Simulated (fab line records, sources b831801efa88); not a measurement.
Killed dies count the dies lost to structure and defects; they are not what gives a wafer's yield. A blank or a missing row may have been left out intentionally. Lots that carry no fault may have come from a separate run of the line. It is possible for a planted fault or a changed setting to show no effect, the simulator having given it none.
2 desks looking at one fault || flow sky130 || each desk has only its own numbers; what lay behind them comes last

AT THE METROLOGY DESK
What the gauges read, lot by lot, whatever tool the lot ran on: means of the sampled wafers that have a number. Any lot whose mean is over 4 standard deviations away from the usual mean is out of limits and marked OUT; that distance is given in the brackets.
Columns: A = FIELD_ISO_OXIDATION_00_THK at SKY_FIELD_ISO_THK_MEAS_02, usual 12.03 nm; B = FIELD_ISO_CVD_03_THK at SKY_FIELD_ISO_THK_MEAS_04, usual 165.3 nm; C = PWDE_RS at SKY_NWELL_RS_MEAS_31, usual 5274 ohm/sq
{"lot": "L684", "first seen here": "day 1 11:43", "A": 12.18, "B": 163.0, "C": 5256}
{"lot": "L688", "first seen here": "day 2 08:11", "A": 12.03, "B": 162.7, "C": 5270}
{"lot": "L690", "first seen here": "day 2 17:38", "A": 11.74, "B": 164.4, "C": 5253}
{"lot": "L692", "first seen here": "day 3 04:56", "A": 11.94, "B": 167.2, "C": 5265}
{"lot": "L694", "first seen here": "day 3 20:18", "A": 12.14, "B": 165.3, "C": 5291}
{"lot": "L696", "first seen here": "day 4 02:09", "A": 12.22, "B": 168.3, "C": 5271}
{"lot": "L699", "first seen here": "day 4 14:46", "A": 12.01, "B": 166.5, "C": 5281}
{"lot": "L700", "first seen here": "day 4 20:10", "A": 12.14, "B": 164.9, "C": 5264}
{"lot": "L701", "first seen here": "day 5 01:01", "A": 12.08, "B": 167.6, "C": 5256}
{"lot": "L703", "first seen here": "day 5 10:39", "A": 12.01, "B": 164.7, "C": 5257}
{"lot": "L704", "first seen here": "day 5 16:26", "A": 12.36, "B": 165.0, "C": 5279}
{"lot": "L705", "first seen here": "day 5 21:34", "A": 11.60, "B": 164.3, "C": 5268}
{"lot": "L706", "first seen here": "day 6 02:13", "A": 11.98, "B": 163.6, "C": 5261}
{"lot": "L707", "first seen here": "day 6 06:38", "A": 12.08, "B": 165.6, "C": 5265}
This desk's finding: nothing out of limits on any of the 14 lots.

AT THE TOOL OWNER'S DESK: litho track-01
The tool's own readings at SKY_PWDE_DEVELOP_06 (develop time 60 s): means of the sampled wafers that have a number, for each lot that ran on this tool. Any lot whose mean is over 4 standard deviations away from the usual mean is out of limits and marked OUT; that distance is given in the brackets.
Columns: A = developer temp C at SKY_PWDE_DEVELOP_06, usual 22.99 C
{"lot": "L688", "first seen here": "day 4 17:00", "A": "23.82 (+7.5) OUT"}
{"lot": "L690", "first seen here": "day 5 14:00", "A": "23.87 (+8.0) OUT"}
{"lot": "L692", "first seen here": "day 5 19:00", "A": "23.90 (+8.2) OUT"}
{"lot": "L706", "first seen here": "day 9 11:00", "A": 23.06}
{"lot": "L707", "first seen here": "day 9 11:00", "A": 22.94}
Finding of this desk: L688, L690, L692 out of limits; the first was L688 at day 4 17:00, on developer temp C at SKY_PWDE_DEVELOP_06. In limits: L706, L707.

TAKEN TOGETHER
At day 4 17:00, on L688, L690, L692, the tool owner's desk was in a position to raise an alarm.
At the metrology desk, nothing out of limits was observed.
The metrology desk holds a record of L688, L690, L692, inside its limits.
The lots listed all ran SKY_PWDE_DEVELOP_06 on litho track-01.

WHAT THE SIMULATOR HAD INSERTED
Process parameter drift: litho track-01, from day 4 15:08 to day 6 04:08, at SKY_PWDE_DEVELOP_06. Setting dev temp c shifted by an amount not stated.
Lots struck among those shown: L688, L690, L692.
Hours from the fault's start to each desk's first reading out of limits: the tool owner's desk, 2.
